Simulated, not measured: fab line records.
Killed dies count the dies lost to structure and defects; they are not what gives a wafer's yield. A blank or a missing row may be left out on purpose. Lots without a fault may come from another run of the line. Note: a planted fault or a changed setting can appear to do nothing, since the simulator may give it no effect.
A lot that was struck, set against a sound lot + flow gf180mcu + 14 out of 602 route steps
Sound: these wafers, L375.2, L375.5, L375.6. Wafers L372.2, L372.4, L372.5 were the ones struck. The cause is named last.
For every step that has rows: the tool of each side, followed by ch and its chambers, followed by its first start. Under that, the readings that differ: sound wafers + struck wafers + difference of the means + sigmas: that difference in standard deviations of wafers without a fault.
alike: a reading whose means differ by less than 2 such deviations, as well as words and numbers matching on both sides. not compared: withheld readings; readings where some wafer has no value; bounds like >300 that might hide an equal value; numbers whose values overlap and for which the record gives no deviation.
A row with sigmas, a row that says differs or no value, or rows on one side alone: a step with any of these is where the two part. Non-overlapping numbers with no deviation appear without sigmas and do not part them. Lack of a reading on every wafer of one side parts them only where that side has two or more wafers.

GF_V4_THK_MEAS_01:
  sound on film metro-02, day 28 14:56; struck on film metro-01, day 27 09:04
  alike: V4_CVD_00_THK
GF_V4_CVD_02: deposits SiO2 from TEOS, target thk 850 nm, time 94.851 s.
  sound on pecvd-02 ch 0,1,2, day 28 14:59; struck on pecvd-04 ch 0,2, day 27 09:07
  alike: heater power w
GF_V4_THK_MEAS_03:
  sound on film metro-01, day 28 15:04; struck on film metro-03, day 27 09:11
  alike: V4_CVD_02_THK
GF_V4_CMP_04: polishes SiO2.
  sound on cmp-01 ch 0,1, day 28 15:17; struck on cmp-01 ch 1,2,3, day 27 09:20
  alike: head pressure psi, motor current A, slurry filter dp kPa, time to endpoint s
GF_V4_BOW_MEAS_05:
  sound on film metro-01, day 28 15:37; struck on film metro-02, day 27 09:34
  alike: V4_BOW
then, 7 steps without rows for these wafers: GF_V4_DEHYDRATE_06 (time 60 s); GF_V4_HMDS_07 (prime time 60 s); GF_V4_COAT_08; GF_V4_COAT_09 (resist thk 1000 nm); GF_V4_SOFTBAKE_10 (time 60 s); GF_V4_EXPOSE_11 (exposes mask Via4, target cd 260 nm); GF_V4_PEB_12 (peb time 87.89 s).
GF_V4_DEVELOP_13: develop time 60 s.
  sound on litho track-04 ch 0, day 29 10:29; struck on litho track-01, day 28 05:47
  no value came back on the struck wafers for chill plate temp C (C), develop time s (s); on the sound wafers chill plate temp C (C) reads 23.17 22.97 23.15
| reading                             | sound             | struck         | difference | sigmas |
|-------------------------------------|-------------------|----------------|------------|--------|
| model.KrF_of_V4_COAT_09.thk nm (nm) | 987.5 986.5 989.2 | 1004 1006 1004 | +17        |        |
GF_V4_CD_MEAS_14: the cd target is 260 nm.
  sound on cd sem-02, day 29 10:37; struck on cd sem-01, day 28 05:56
| reading    | sound             | struck | difference                    | sigmas |
|------------|-------------------|--------|-------------------------------|--------|
| cd nm (nm) | 261.0 260.5 260.0 | - - -  | no value on the struck wafers |        |

WHERE THEY PART
At GF_V4_DEVELOP_13 first; at GF_V4_CD_MEAS_14 last (within this record only).

WHY: what had been put in by the simulator
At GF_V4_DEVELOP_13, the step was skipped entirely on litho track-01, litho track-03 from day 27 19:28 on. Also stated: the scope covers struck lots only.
